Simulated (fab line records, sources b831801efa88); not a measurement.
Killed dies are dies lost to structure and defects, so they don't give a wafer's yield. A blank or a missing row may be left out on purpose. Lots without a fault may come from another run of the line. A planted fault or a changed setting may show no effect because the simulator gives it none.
Chamber matching | flow gf180mcu | GF_V5_CMP_26 on cmp-01: 4 sister chambers
The step polishes, stops on SiO2, t overpolish 15 s, target thk 0 nm. 4 wafers are shown with their chamber, then 7 later ones without.

WAFERS WITH THEIR CHAMBER
wafer  | chamber | motor_current_A (A)
L360.1 | 0       | 11.8
L364.1 | 3       | 9.3
L364.6 | 1       | 9.8
L366.2 | 2       | 10.8

WAFERS WITHOUT THEIR CHAMBER
wafer  | motor_current_A (A)
L366.5 | 10.2
L377.1 | 10.6
L377.2 | 9.1
L377.4 | 9.7
L380.2 | 11.1
L380.4 | 9.7
L380.5 | 11.2

WHICH CHAMBER EACH WENT THROUGH
wafer  | from the rows above          | in truth
L366.5 | can't be placed: 1 or 2 or 3 | 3
L377.1 | 2                            | 2
L377.2 | can't be placed: 3 or 1      | 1
L377.4 | can't be placed: 1 or 3      | 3
L380.2 | can't be placed: 2 or 0      | 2
L380.4 | can't be placed: 1 or 3      | 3
L380.5 | can't be placed: 2 or 0      | 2
Placed correctly: 1 of 7. Can't be placed from these rows: 6 (the true chamber is among the candidates in 6). Placed wrongly: 0.
How it was worked out, from the rows above alone: a wafer's distance from a chamber is the root of the sum, over the readings, of the square of ((its reading less the chamber's mean) divided by the reading's scatter). The wafer belongs to the nearest chamber; if the next one is less than 2 further off, it can't be placed. A chamber's mean is the mean of its shown wafers. The scatter: with one shown wafer a chamber, the root of the mean of the squares of how far each hidden wafer lies from its nearest shown one.
